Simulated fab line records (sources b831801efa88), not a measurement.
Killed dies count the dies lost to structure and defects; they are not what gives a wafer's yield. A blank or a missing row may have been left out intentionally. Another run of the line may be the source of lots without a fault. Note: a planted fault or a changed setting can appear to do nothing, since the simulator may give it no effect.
fab line records    flow sky130
record lots=7  wafers=21  lastDay=50
route steps=708 shown VIA1@467 METAL2@483 PAD_OPEN@708
lots that met no fault: from a run of the same line without faults
startH: start of the lot's first displayed wafer, in hours after the record's first day    waitH: how many hours have passed since the lot's step before this one    " repeats the value in the row above    L1.1+2: several wafers, shown together as one row    - either no value or no given start    * or withheld: withheld    < > ~ a bound
route shown NAME@n: a module of which the file shows steps, and the number in the route of the first    usual: mean/standard deviation of fault-free wafers    same: alike in all rows    chamber/n: place in a boat    sites: per-site readings    _std_site: the values' standard deviation    _edge_site: the outer-site mean with the inner-site mean subtracted    radiusMm: how far each site lies from the wafer's centre    mask NAME#n: copy n    behind: tool/chamber where the wafer was last shaped    hold: reason for holding the lot/hours on hold/outcome of the hold    device: whichever transistor did not switch (one of n, p or np)    end of line: the same wafers' tests at the end of the route    a step without rows: its recipe alone    killed: dies that structure and defects cost at the first sort, which is not the same as the wafer's yield    map: the dies of a wafer, with x for killed, . for not killed, _ for no die there
set.NAME: the setting the step ran with; set.NAME@STEP: the setting that earlier step ran with    model.NAME: the simulator's own value behind a step, which no gauge read
lots at selected steps of the route; one table per step, one row per wafer
services: when a tool's chamber went out of use (startH, in hours from the record's first day, below 0 if earlier), for how many hours, and the reason
## steps
# step SKY_VIA1_EXPOSE_09
# recipe maskId=VIM  na=0.8  sourceShape=annular  sigmaInner=0.55  sigmaOuter=0.85  targetCdNm=150  doseMj=38
# step SKY_VIA1_PEB_10
# recipe pebTempC=withheld  pebTimeS=withheld  resist=KrF-thick
# step SKY_VIA1_DEVELOP_11
# recipe developTimeS=60  resist=KrF-thick  devTempC=21
# step SKY_VIA1_CD_MEAS_12
# recipe targetCdNm=150
# usual cdNm=150.5/1.8
lot.wafer  tool      chamber  startH  waitH  cdNm
L752.2     cdSem-02  -        803.17  -      147.5
L752.3     "         -        "       "      146.7
L752.4     "         -        "       "      149.7
L754.1     cdSem-02  -        819.13  -      149.8
L754.3     "         -        "       "      149.8
L754.6     "         -        "       "      152.2
L756.2     cdSem-01  -        842.59  -      148.5
L756.4     "         -        "       "      151.2
L756.6     "         -        "       "      150.3
L759.4     cdSem-01  -        864.71  -      151.6
L759.5     "         -        "       "      151.2
L759.6     "         -        "       "      149.9
L768.2     cdSem-02  -        926.47  -      150.3
L768.3     "         -        "       "      150.1
L768.4     "         -        "       "      150.2
L772.2     cdSem-02  -        956.21  -      153.3
L772.3     "         -        "       "      153.1
L772.5     "         -        "       "      152.6
L773.2     cdSem-01  -        958.49  -      153.8
L773.3     "         -        "       "      153.5
L773.5     "         -        "       "      152.8
# step SKY_VIA1_OVL_MEAS_13
# usual VIA1_OVL=-1/5
lot.wafer  tool        chamber  startH  waitH  VIA1_OVL[nm]
L752.2     overlay-01  -        803.27  0.1    4
L752.3     "           -        "       "      -5
L752.4     "           -        "       "      3
L754.1     overlay-01  -        819.25  0.1    -7
L754.3     "           -        "       "      2
L754.6     "           -        "       "      -7
L756.2     overlay-02  -        842.69  0.1    4
L756.4     "           -        "       "      2
L756.6     "           -        "       "      -1
L759.4     overlay-01  -        864.78  0.1    5
L759.5     "           -        "       "      3
L759.6     "           -        "       "      1
L768.2     overlay-02  -        926.57  0.1    -11
L768.3     "           -        "       "      14
L768.4     "           -        "       "      -1
L772.2     overlay-02  -        956.32  0.1    -1
L772.3     "           -        "       "      -9
L772.5     "           -        "       "      -1
L773.2     overlay-02  -        958.59  0.1    3
L773.3     "           -        "       "      10
L773.5     "           -        "       "      8
# step SKY_VIA1_ETCH_14
# recipe chemistry=N2/H2  target=BARC  ionEnergyEv=200  sourceW=500  biasW=100  pressureMtorr=30  n2FlowSccm=100  h2FlowSccm=200  stopOn=SiO2  timeS=45.9  targetDepthA=600
# usual drypumpMotorCurrentA=6.1/0.46  n2FlowSccm=100.0/0.31  oesProductAu=0.855/0.0048  throttleValvePct=13.225/0.009
lot.wafer  tool        chamber  startH  waitH  drypumpMotorCurrentA  n2FlowSccm  oesProductAu  rfHoursCounterH  throttleValvePct
L752.2     rieDiel-04  3        803.30  0.0    6.7                   99.3        0.865         5                13.225
L752.3     "           1        "       "      6.7                   100.1       0.848         26               13.227
L752.4     "           2        "       "      5.5                   100.2       0.856         37               13.230
L754.1     rieDiel-02  2        819.29  0.0    5.9                   99.9        0.844         19               13.227
L754.3     "           3        "       "      6.2                   100.2       0.851         4                13.238
L754.6     "           3        "       "      6.2                   99.9        0.862         -                13.229
L756.2     rieDiel-04  2        842.72  0.0    5.5                   99.9        0.846         0                13.215
L756.4     "           3        "       "      6.6                   100.4       0.853         6                13.220
L756.6     "           0        "       "      6.4                   99.5        0.854         -                13.226
L759.4     rieDiel-02  2        864.80  0.0    5.9                   99.6        0.860         21               13.211
L759.5     "           3        "       "      6.2                   100.1       0.861         -                13.245
L759.6     "           2        "       "      5.9                   99.8        0.850         -                13.231
L768.2     rieDiel-02  0        926.60  0.0    6.0                   100.4       0.855         6                13.231
L768.3     "           2        "       "      5.9                   99.4        0.850         22               13.224
L768.4     "           3        "       "      6.2                   100.3       0.857         7                13.223
L772.2     rieDiel-04  1        956.35  0.0    6.7                   100.2       0.861         2                13.207
L772.3     "           2        "       "      5.5                   100.0       0.851         4                13.223
L772.5     "           1        "       "      6.7                   99.9        0.853         -                13.227
L773.2     rieDiel-04  1        958.62  0.0    6.8                   100.3       0.859         3                13.229
L773.3     "           3        "       "      6.7                   99.6        0.854         10               13.230
L773.5     "           0        "       "      6.4                   100.0       0.856         -                13.217
# step SKY_VIA1_ETCH_15
# recipe target=SiO2  chemistry=C4F8/O2/Ar  targetDepthNm=351  stopOn=TiN  maskMaterial=KrF-thick  sourceW=1500  biasW=1200  pressureMtorr=40  c4f8FlowSccm=withheld  O2_flow_sccm=6  Ar_flow_sccm=300  timeS=54
# usual oesProductAu=0.981/0.0052
lot.wafer  tool        chamber  startH  waitH  oesProductAu  rfHoursCounterH
L752.2     rieDiel-04  3        803.34  0.0    0.989         5
L752.3     "           1        "       "      0.977         26
L752.4     "           2        "       "      0.981         37
L754.1     rieDiel-02  2        819.33  0.0    0.987         19
L754.3     "           3        "       "      0.984         4
L754.6     "           3        "       "      0.974         -
L756.2     rieDiel-04  2        842.76  0.0    0.980         0
L756.4     "           3        "       "      0.977         6
L756.6     "           0        "       "      0.982         -
L759.4     rieDiel-02  2        864.84  0.0    0.982         21
L759.5     "           3        "       "      0.983         -
L759.6     "           2        "       "      0.980         -
L768.2     rieDiel-02  0        926.65  0.0    0.991         6
L768.3     "           2        "       "      0.981         22
L768.4     "           3        "       "      0.979         7
L772.2     rieDiel-04  1        956.39  0.0    0.980         2
L772.3     "           2        "       "      0.987         4
L772.5     "           1        "       "      0.981         -
L773.2     rieDiel-04  1        958.66  0.0    0.991         3
L773.3     "           3        "       "      0.974         10
L773.5     "           0        "       "      0.977         -
# step SKY_VIA1_STRIP_16
# recipe chemistry=O2/N2  powerW=1400  pressureMtorr=1500  platenTempC=withheld  o2FlowSccm=3000  n2FlowSccm=300  overashFraction=0.5
# usual drypumpMotorCurrentA=5.8/0.65  n2FlowSccm=300.2/0.91  oesProductAu=0.415/0.0047  stripTimeToEndpointS=4.457/0.024
lot.wafer  tool            chamber  startH  waitH  drypumpMotorCurrentA  n2FlowSccm  oesProductAu  rfHoursCounterH  stripTimeToEndpointS
L752.2     plasmaAsher-04  0        803.39  0.0    5.0                   299.5       0.419         98               4.461
L752.3     "               0        "       "      5.0                   301.6       0.414         -                4.474
L752.4     "               1        "       "      5.3                   301.0       0.416         -                4.472
L754.1     plasmaAsher-03  0        819.37  0.0    6.7                   300.5       0.404         66               4.455
L754.3     "               0        "       "      6.7                   299.6       0.418         -                4.470
L754.6     "               0        "       "      6.7                   300.9       0.415         -                4.447
L756.2     plasmaAsher-03  0        842.81  0.0    6.7                   299.7       0.419         68               4.510
L756.4     "               1        "       "      5.9                   300.5       0.420         -                4.488
L756.6     "               1        "       "      5.9                   300.3       0.422         -                4.487
L759.4     plasmaAsher-04  0        864.92  0.1    5.0                   299.1       0.415         -                4.416
L759.5     "               0        "       "      5.0                   300.1       0.409         -                4.459
L759.6     "               1        "       "      5.3                   299.5       0.415         -                4.425
L768.2     plasmaAsher-03  1        926.69  0.0    5.9                   300.5       0.418         76               4.460
L768.3     "               0        "       "      6.7                   299.5       0.412         -                4.442
L768.4     "               1        "       "      5.9                   299.6       0.419         -                4.438
L772.2     plasmaAsher-04  1        956.44  0.0    5.3                   301.1       0.418         113              4.421
L772.3     "               0        "       "      5.0                   299.5       0.415         -                4.435
L772.5     "               1        "       "      5.3                   300.4       0.410         -                4.434
L773.2     plasmaAsher-04  0        958.71  0.0    5.0                   300.6       0.421         113              4.454
L773.3     "               1        "       "      5.3                   301.7       0.414         -                4.443
L773.5     "               1        "       "      5.3                   300.5       0.416         -                4.478
# step SKY_VIA1_STRIP_17
# recipe chemistry=postEtchResidueRemover  timeS=1200  tempC=72.5
# step SKY_VIA1_CLEAN_18
# recipe chemistry=IPA  timeS=180  tempC=25
# step SKY_VIA1_CLEAN_19
# recipe chemistry=O3/DIW  dry=n2Spin
# step SKY_VIA1_SPUTTER_20
# recipe material=TiN  targetThkNm=20  chamberPressurePa=5  powerW=4000  timeS=80
# usual throttleValvePct=29.8/0.9
lot.wafer  tool           chamber  startH  waitH  throttleValvePct
L752.2     pvdSputter-01  -        803.98  0.0    30.0
L752.3     "              -        "       "      31.1
L752.4     "              -        "       "      29.3
L754.1     pvdSputter-04  -        820.01  0.0    29.7
L754.3     "              -        "       "      30.4
L754.6     "              -        "       "      29.1
L756.2     pvdSputter-02  -        843.48  0.0    30.3
L756.4     "              -        "       "      31.4
L756.6     "              -        "       "      29.2
L759.4     pvdSputter-04  -        865.52  0.0    30.5
L759.5     "              -        "       "      30.5
L759.6     "              -        "       "      29.4
L768.2     pvdSputter-02  -        927.36  0.0    29.2
L768.3     "              -        "       "      30.0
L768.4     "              -        "       "      30.9
L772.2     pvdSputter-01  -        957.03  0.0    31.0
L772.3     "              -        "       "      29.7
L772.5     "              -        "       "      30.0
L773.2     pvdSputter-01  -        959.31  0.0    30.0
L773.3     "              -        "       "      29.0
L773.5     "              -        "       "      29.9
# step SKY_VIA1_CVD_21
# recipe material=W  targetThkNm=270  timeS=80.902  tempC=400  pressureTorr=40
# usual heaterPowerW=908/94  susceptorTempC=399.98/0.21
lot.wafer  tool     chamber  startH  waitH  heaterPowerW  sinceWetCleanH  susceptorTempC  model.W_of_VIA1_CVD_21.thkNm
L752.2     cvdW-02  1        804.04  0.0    741           900             400.21          269.3
L752.3     "        1        "       "      753           -               400.01          269.8
L752.4     "        0        "       "      827           -               399.95          266
L754.1     cvdW-01  0        820.13  0.1    932           416             400.24          273.9
L754.3     "        1        "       "      991           -               400.22          267.6
L754.6     "        0        "       "      919           -               400.09          272.1
L756.2     cvdW-01  0        843.54  0.0    908           440             400.22          272.4
L756.4     "        0        "       "      907           -               399.80          270.5
L756.6     "        0        "       "      925           -               399.73          272.9
L759.4     cvdW-01  1        865.61  0.1    1002          -               399.61          269.8
L759.5     "        1        "       "      1003          -               399.86          266.6
L759.6     "        0        "       "      927           -               400.27          269.5
L768.2     cvdW-01  0        927.42  0.0    936           523             400.05          271.1
L768.3     "        0        "       "      896           -               399.87          175.3
L768.4     "        1        "       "      977           -               399.92          264.8
L772.2     cvdW-01  1        957.10  0.0    1028          553             400.01          265.9
L772.3     "        0        "       "      914           -               399.76          175.1
L772.5     "        0        "       "      954           -               399.69          267.7
L773.2     cvdW-01  0        959.37  0.0    931           555             400.10          266.6
L773.3     "        0        "       "      900           -               400.07          174.5
L773.5     "        0        "       "      892           -               400.27          267.9
# step SKY_VIA1_RS_MEAS_22
# recipe thkMeasGauge=four-point-probe  reads=W_of_VIA1_CVD_21+TiN_of_VIA1_SPUTTER_20
# usual VIA1_W_RS=0.430/0.0046
lot.wafer  tool          chamber  startH  waitH  VIA1_W_RS[ohm/sq]
L752.2     filmMetro-01  -        804.16  0.1    0.427
L752.3     "             -        "       "      0.426
L752.4     "             -        "       "      0.433
L754.1     filmMetro-04  -        820.22  0.1    0.421
L754.3     "             -        "       "      0.431
L754.6     "             -        "       "      0.425
L756.2     filmMetro-03  -        843.65  0.1    0.423
L756.4     "             -        "       "      0.426
L756.6     "             -        "       "      0.422
L759.4     filmMetro-04  -        865.74  0.1    0.428
L759.5     "             -        "       "      0.433
L759.6     "             -        "       "      0.427
L768.2     filmMetro-03  -        927.53  0.1    0.425
L768.3     "             -        "       "      0.662
L768.4     "             -        "       "      0.435
L772.2     filmMetro-04  -        957.21  0.1    0.434
L772.3     "             -        "       "      0.664
L772.5     "             -        "       "      0.431
L773.2     filmMetro-04  -        959.48  0.1    0.432
L773.3     "             -        "       "      0.666
L773.5     "             -        "       "      0.430
# step SKY_VIA1_THK_MEAS_23
# recipe thkMeasGauge=xrf  reads=W_of_VIA1_CVD_21
# usual VIA1_W_THK=266/3.4
lot.wafer  tool          chamber  startH  waitH  VIA1_W_THK[nm]
L752.2     filmMetro-01  -        804.27  0.1    262
L752.3     "             -        "       "      261
L752.4     "             -        "       "      257
L754.1     filmMetro-04  -        820.34  0.1    274
L754.3     "             -        "       "      268
L754.6     "             -        "       "      272
L756.2     filmMetro-03  -        843.76  0.1    275
L756.4     "             -        "       "      270
L756.6     "             -        "       "      274
L759.4     filmMetro-04  -        865.83  0.1    270
L759.5     "             -        "       "      267
L759.6     "             -        "       "      269
L768.2     filmMetro-03  -        927.64  0.1    267
L768.3     "             -        "       "      173
L768.4     "             -        "       "      261
L772.2     filmMetro-04  -        957.32  0.1    267
L772.3     "             -        "       "      174
L772.5     "             -        "       "      268
L773.2     filmMetro-04  -        959.59  0.1    266
L773.3     "             -        "       "      174
L773.5     "             -        "       "      268
# step SKY_VIA1_CMP_24
# recipe stopOn=SiO2  tOverpolishS=15  downForcePsi=3.5  platenRpm=60  targetThkNm=0  padVelocityMS=0.94248
# usual motorCurrentA=11.5/0.83  platenRpm=60.00/0.039  timeToEndpointS=64.9/2.5
lot.wafer  tool    chamber  startH  waitH  motorCurrentA  platenRpm  timeToEndpointS
L752.3     cmp-01  3        804.32  0.0    11.5           59.96      64.3
L752.4     "       0        "       "      11.9           60.10      60.4
L752.2     "       1        "       "      12.9           59.97      65.5
L754.1     cmp-01  2        820.40  0.1    10.7           60.05      65.8
L754.3     "       0        "       "      12.4           59.94      61.6
L754.6     "       2        "       "      11.0           59.98      60.7
L756.2     cmp-01  1        843.86  0.1    11.3           59.98      62.1
L756.4     "       3        "       "      11.4           60.03      69.1
L756.6     "       1        "       "      12.0           59.95      66.3
L759.4     cmp-02  1        865.91  0.1    10.8           60.00      66.8
L759.6     "       0        "       "      10.4           60.03      65.6
L759.5     "       1        "       "      10.5           59.99      65.0
L768.3     cmp-01  2        927.69  0.0    11.2           59.92      44.4
L768.4     "       3        "       "      11.2           60.02      63.3
L768.2     "       1        "       "      11.0           60.02      65.1
L772.3     cmp-01  3        957.37  0.0    10.9           60.00      38.9
L772.2     "       1        "       "      12.0           60.03      61.8
L772.5     "       0        "       "      11.6           59.99      62.5
L773.3     cmp-01  3        959.74  0.1    11.7           59.99      42.5
L773.2     "       0        "       "      12.6           59.97      62.9
L773.5     "       2        "       "      10.7           59.96      62.6
# step SKY_METAL2_SPUTTER_00
# recipe material=Ti  targetThkNm=15  powerW=3000  timeS=10  chamberPressurePa=0.4
# usual throttleValvePct=30.2/0.91
lot.wafer  tool           chamber  startH  waitH  throttleValvePct
L752.2     pvdSputter-02  -        804.62  0.1    31.7
L752.3     "              -        "       "      30.8
L752.4     "              -        "       "      30.0
L754.1     pvdSputter-01  -        820.70  0.2    29.2
L754.3     "              -        "       "      29.2
L754.6     "              -        "       "      30.0
L756.2     pvdSputter-01  -        844.11  0.2    31.3
L756.4     "              -        "       "      30.2
L756.6     "              -        "       "      29.0
L759.4     pvdSputter-03  -        866.16  0.2    30.5
L759.5     "              -        "       "      30.3
L759.6     "              -        "       "      30.2
L768.2     pvdSputter-02  -        927.99  0.1    29.0
L768.3     "              -        "       "      31.6
L768.4     "              -        "       "      30.2
L772.2     pvdSputter-02  -        957.67  0.1    31.2
L772.3     "              -        "       "      31.6
L772.5     "              -        "       "      30.3
L773.2     pvdSputter-03  -        959.94  0.1    31.6
L773.3     "              -        "       "      28.9
L773.5     "              -        "       "      29.0
# step SKY_PAD_OPEN_PROBE_99
# usual defectLimitedYield=82.8/2  killed_at_M0_to_M3=42/7.3  killed_at_M4_up=3.2/1.8  killedAtContacts=25/5.2  killedAtFrontEnd=15/4.6  killedAtOther=0.3/0.62  killedDies=85/9.9  killedOpen=46/7.1  killedShort=38/5.7  sort_bin_3_pad_short=0.9/0.42  sort_bin_5_function=10.0/1.5  sort_bin_6_memory=6.3/1.2  sortNPass=407/9.9  sortYieldPct=82.8/2
# same grossDies=492  killedAtBackSide=0  sort_bin_4_leakage[%]=0  sort_bin_8_speed[%]=0
lot.wafer  tool       chamber  startH   waitH  defectLimitedYield[%]  killed_at_M0_to_M3  killed_at_M4_up  killedAtContacts  killedAtFrontEnd  killedAtOther  killedDies  killedOpen  killedShort  sort_bin_3_pad_short[%]  sort_bin_5_function[%]  sort_bin_6_memory[%]  sortNPass  sortYieldPct[%]
L768.3     prober-02  -        1177.17  0.2    80.1                   42                  3                38                15                0              98          58          40           0.6                      13.8                    5.5                   394        80.1
# killed by level:class
L768.3 LI_CONTACT:geometricParticle:open=11 CONTACT:geometricParticle:open=11 VIA3:geometricParticle:open=10 POLY_GATE:geometricParticle:open=7 VIA1:geometricParticle:open=7 VIA1:geometricParticle:short=7 LI_CONTACT:geometricParticle:short=5 METAL2:geometricParticle:short=5
## services
tool            chamber  startH  hours  kind
rieDiel-02      1        779.88  11.5   repair
cvdW-01         -        784.96  0.7    repair
cmp-02          -        799.78  2.7    repair
cvdW-01         -        801.45  3.0    repair
rieDiel-04      3        803.63  8.8    repair
pvdSputter-02   -        809.17  0.7    repair
rieDiel-02      1        813.81  6.2    repair
cmp-02          -        824.61  0.4    repair
rieDiel-02      1        838.07  10.5   repair
cmp-01          -        840.58  1.3    repair
cmp-01          -        840.75  2.0    repair
rieDiel-04      3        854.77  7.2    repair
pvdSputter-02   -        880.44  0.7    repair
rieDiel-04      -        905.35  0.6    repair
cvdW-01         -        905.72  0.9    repair
cvdW-01         0        908.10  5.6    repair
pvdSputter-01   -        910.63  2.9    repair
pvdSputter-01   -        912.49  22.8   repair
rieDiel-04      -        936.89  0.9    repair
cmp-01          -        938.14  0.5    repair
plasmaAsher-04  -        939.21  2.8    pm
rieDiel-02      1        944.17  4.7    repair
rieDiel-02      1        949.62  13.7   repair
rieDiel-02      3        950.87  4.8    repair
## key
firstSign step=SKY_VIA1_RS_MEAS_22  reading=VIA1_W_RS  direction=up  sigmas=51  usual=0.430  struck=0.664
effect step=SKY_VIA1_THK_MEAS_23  reading=VIA1_W_THK  direction=down  sigmas=27  usual=266  struck=174
effect step=SKY_VIA1_CMP_24  reading=timeToEndpointS  direction=down  sigmas=9.2  usual=*  struck=*
modelEffect step=SKY_VIA1_CVD_21  value=W_of_VIA1_CVD_21.thkNm  without=267  struck=174.9
metAt SKY_VIA1_CVD_21
struckWafers L768.3,L772.3,L773.3
onsetBetween 865.61 927.42
fault kind=processParameterDrift  tool=cvdW-01  chamber=-  onsetH=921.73  steps=SKY_VIA1_CVD_21  channel=targetThkNm  offset=-92.318  shape=step  endH=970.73  scope=struckWafersOnly  actsIn=theseRecipesOnly  stated=270
